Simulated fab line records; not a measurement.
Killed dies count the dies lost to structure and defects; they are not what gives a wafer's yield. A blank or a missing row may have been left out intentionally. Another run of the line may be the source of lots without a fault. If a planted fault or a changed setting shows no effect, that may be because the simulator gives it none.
Which tool was responsible? :: flow gf180mcu :: 10 lots with 30 wafers sampled at 4 steps, on a route of 602 steps

== WHAT THE GAUGES SHOWED, per wafer ==
GF_V2_RS_MEAS_24: measurement is done with a four-point probe. Usual: V2_W_RS typically reads 0.328 ohm/sq, with standard deviation 0.0052.
lot: L910
measured: day 20 00:55
on: film-metro-04
V2_W_RS (ohm/sq): 0.330 0.332 0.331
flag: 

lot: L911
measured: day 20 03:32
on: film-metro-01
V2_W_RS (ohm/sq): 0.324 0.327 0.327
flag: 

lot: L912
measured: day 20 18:16
on: film-metro-01
V2_W_RS (ohm/sq): 0.327 0.325 0.329
flag: 

lot: L913
measured: day 21 06:09
on: film-metro-01
V2_W_RS (ohm/sq): 0.322 0.324 0.319
flag: 

lot: L914
measured: day 21 16:10
on: film-metro-03
V2_W_RS (ohm/sq): 0.326 0.322 0.322
flag: 

lot: L919
measured: day 23 10:34
on: film-metro-04
V2_W_RS (ohm/sq): 0.332 0.330 0.333
flag: 

lot: L922
measured: day 24 19:46
on: film-metro-03
V2_W_RS (ohm/sq): 0.325 0.315 0.315
flag: 

lot: L926
measured: day 26 10:07
on: film-metro-01
V2_W_RS (ohm/sq): 0.333 0.173 0.173
flag: OFF

lot: L927
measured: day 26 13:26
on: film-metro-04
V2_W_RS (ohm/sq): 0.172 0.331 0.328
flag: OFF

lot: L929
measured: day 27 04:47
on: film-metro-03
V2_W_RS (ohm/sq): 0.332 0.332 0.171
flag: OFF

GF_V2_THK_MEAS_25: measures by xrf. Usual: V2_W_THK typically reads 356 nm, with standard deviation 7.7.
lot: L910
measured: day 20 01:00
on: film-metro-04
V2_W_THK (nm): 350 347 350
flag: 

lot: L911
measured: day 20 03:39
on: film-metro-01
V2_W_THK (nm): 359 354 356
flag: 

lot: L912
measured: day 20 18:23
on: film-metro-01
V2_W_THK (nm): 354 357 355
flag: 

lot: L913
measured: day 21 06:16
on: film-metro-01
V2_W_THK (nm): 360 361 367
flag: 

lot: L914
measured: day 21 16:17
on: film-metro-03
V2_W_THK (nm): 362 367 366
flag: 

lot: L919
measured: day 23 10:41
on: film-metro-04
V2_W_THK (nm): 345 347 344
flag: 

lot: L922
measured: day 24 19:52
on: film-metro-03
V2_W_THK (nm): 369 381 376
flag: 

lot: L926
measured: day 26 10:14
on: film-metro-01
V2_W_THK (nm): 353 - -
flag: 

lot: L927
measured: day 26 13:32
on: film-metro-04
V2_W_THK (nm): - 347 351
flag: 

lot: L929
measured: day 27 04:53
on: film-metro-03
V2_W_THK (nm): 361 358 -
flag: 

== WHICH TOOL RAN EACH LOT (tool, then ch and the chambers of the sampled wafers, then the start) ==
lot: L910
GF_V2_STRIP_18: plasma-asher-01 ch 0,1, day 20 00:08
GF_V2_CVD_23: cvd-w-01 ch 0,1, day 20 00:47

lot: L911
GF_V2_STRIP_18: plasma-asher-04 ch 0,1, day 20 02:47
GF_V2_CVD_23: cvd-w-01 ch 0,1, day 20 03:25

lot: L912
GF_V2_STRIP_18: plasma-asher-01 ch 0,1, day 20 17:32
GF_V2_CVD_23: cvd-w-01 ch 0,1, day 20 18:10

lot: L913
GF_V2_STRIP_18: plasma-asher-04 ch 0,1, day 21 05:17
GF_V2_CVD_23: cvd-w-02 ch 0, day 21 05:55

lot: L914
GF_V2_STRIP_18: plasma-asher-01 ch 0,1, day 21 15:14
GF_V2_CVD_23: cvd-w-02 ch 0, day 21 15:57

lot: L919
GF_V2_STRIP_18: plasma-asher-02 ch 0,1, day 23 09:50
GF_V2_CVD_23: cvd-w-01 ch 0,1, day 23 10:28

lot: L922
GF_V2_STRIP_18: plasma-asher-04 ch 0,1, day 24 18:59
GF_V2_CVD_23: cvd-w-02 ch 0,1, day 24 19:40

lot: L926
GF_V2_STRIP_18: plasma-asher-01 ch 0,1, day 26 09:17
GF_V2_CVD_23: cvd-w-01 ch 0,1, day 26 09:59

lot: L927
GF_V2_STRIP_18: plasma-asher-04 ch 0,1, day 26 12:40
GF_V2_CVD_23: cvd-w-01 ch 0,1, day 26 13:19

lot: L929
GF_V2_STRIP_18: plasma-asher-04 ch 0,1, day 27 04:00
GF_V2_CVD_23: cvd-w-01 ch 0,1, day 27 04:39
- GF_V2_STRIP_18: strips in O2/N2.
- GF_V2_CVD_23: deposits W, target thk 350 nm, time 104.94 s.

== WHAT THE TOOLS THEMSELVES READ (means of the sampled wafers that have a number; where no wafer has one, the mark that the record gives instead) ==
GF_V2_STRIP_18. Usual: drypump-motor-current-A 5.6 A, standard deviation 0.47; heater-power-w 331 W, standard deviation 39; oes-product-au 0.593 a.u., standard deviation 0.0047; platen-temp-c 250.00 C, standard deviation 0.15.
lot: L910
tool: plasma-asher-01
drypump-motor-current-A (A): 6.1
heater-power-w (W): 359
oes-product-au (a.u.): 0.599
platen-temp-c (C): 249.92
flag: 

lot: L911
tool: plasma-asher-04
drypump-motor-current-A (A): 5.6
heater-power-w (W): 290
oes-product-au (a.u.): 0.592
platen-temp-c (C): 249.68
flag: 

lot: L912
tool: plasma-asher-01
drypump-motor-current-A (A): 6.1
heater-power-w (W): 358
oes-product-au (a.u.): 0.590
platen-temp-c (C): 250.01
flag: 

lot: L913
tool: plasma-asher-04
drypump-motor-current-A (A): 5.4
heater-power-w (W): 306
oes-product-au (a.u.): 0.590
platen-temp-c (C): 249.98
flag: 

lot: L914
tool: plasma-asher-01
drypump-motor-current-A (A): 5.8
heater-power-w (W): 377
oes-product-au (a.u.): 0.595
platen-temp-c (C): 249.95
flag: 

lot: L919
tool: plasma-asher-02
drypump-motor-current-A (A): 5.2
heater-power-w (W): 327
oes-product-au (a.u.): 0.591
platen-temp-c (C): 249.82
flag: 

lot: L922
tool: plasma-asher-04
drypump-motor-current-A (A): 5.6
heater-power-w (W): 290
oes-product-au (a.u.): 0.589
platen-temp-c (C): 249.95
flag: 

lot: L926
tool: plasma-asher-01
drypump-motor-current-A (A): 6.1
heater-power-w (W): 352
oes-product-au (a.u.): 0.593
platen-temp-c (C): 250.06
flag: 

lot: L927
tool: plasma-asher-04
drypump-motor-current-A (A): 5.6
heater-power-w (W): 292
oes-product-au (a.u.): 0.595
platen-temp-c (C): 250.00
flag: 

lot: L929
tool: plasma-asher-04
drypump-motor-current-A (A): 5.4
heater-power-w (W): 302
oes-product-au (a.u.): 0.595
platen-temp-c (C): 250.01
flag: 

GF_V2_CVD_23. Usual: 848 W for heater-power-w, sd 70.
lot: L910
tool: cvd-w-01
heater-power-w (W): 820
flag: 

lot: L911
tool: cvd-w-01
heater-power-w (W): 825
flag: 

lot: L912
tool: cvd-w-01
heater-power-w (W): 812
flag: 

lot: L913
tool: cvd-w-02
heater-power-w (W): 818
flag: 

lot: L914
tool: cvd-w-02
heater-power-w (W): 820
flag: 

lot: L919
tool: cvd-w-01
heater-power-w (W): 827
flag: 

lot: L922
tool: cvd-w-02
heater-power-w (W): 849
flag: 

lot: L926
tool: cvd-w-01
heater-power-w (W): 875
flag: 

lot: L927
tool: cvd-w-01
heater-power-w (W): 832
flag: 

lot: L929
tool: cvd-w-01
heater-power-w (W): 817
flag: 

== THE ANSWER, worked out from the rows above alone ==
Rule: lot off if the mean of its wafers having a number is beyond 3 standard deviations from the usual mean. A lot without any number at a reading at which 4 lots or more have one is off too. All remaining lots with rows at the step are treated as sound. First the gauges in route order, then the tools' own readings, where a lot's mean is used as printed above. At the first step where some lot is off, the reading lying furthest off is the one used; lots without a number count as furthest.
Off: L926, L927, L929, at GF_V2_RS_MEAS_24 (V2_W_RS).
If a tool, at a process step before that reading, ran all the lots that are off and no sound lot after the first of them, it fits. Gauges at GF_V2_RS_MEAS_24: tried the same way as those tools. One fits: cvd-w-01 at GF_V2_CVD_23. A fault onset in the window from L919 (day 23 10:28, its last sound lot) to L926 (day 26 09:59, its first lot off) fits.

== WHAT WAS PUT IN BY THE SIMULATOR ==
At GF_V2_CVD_23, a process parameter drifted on cvd-w-01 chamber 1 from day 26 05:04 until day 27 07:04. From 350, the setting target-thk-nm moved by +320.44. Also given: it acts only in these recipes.
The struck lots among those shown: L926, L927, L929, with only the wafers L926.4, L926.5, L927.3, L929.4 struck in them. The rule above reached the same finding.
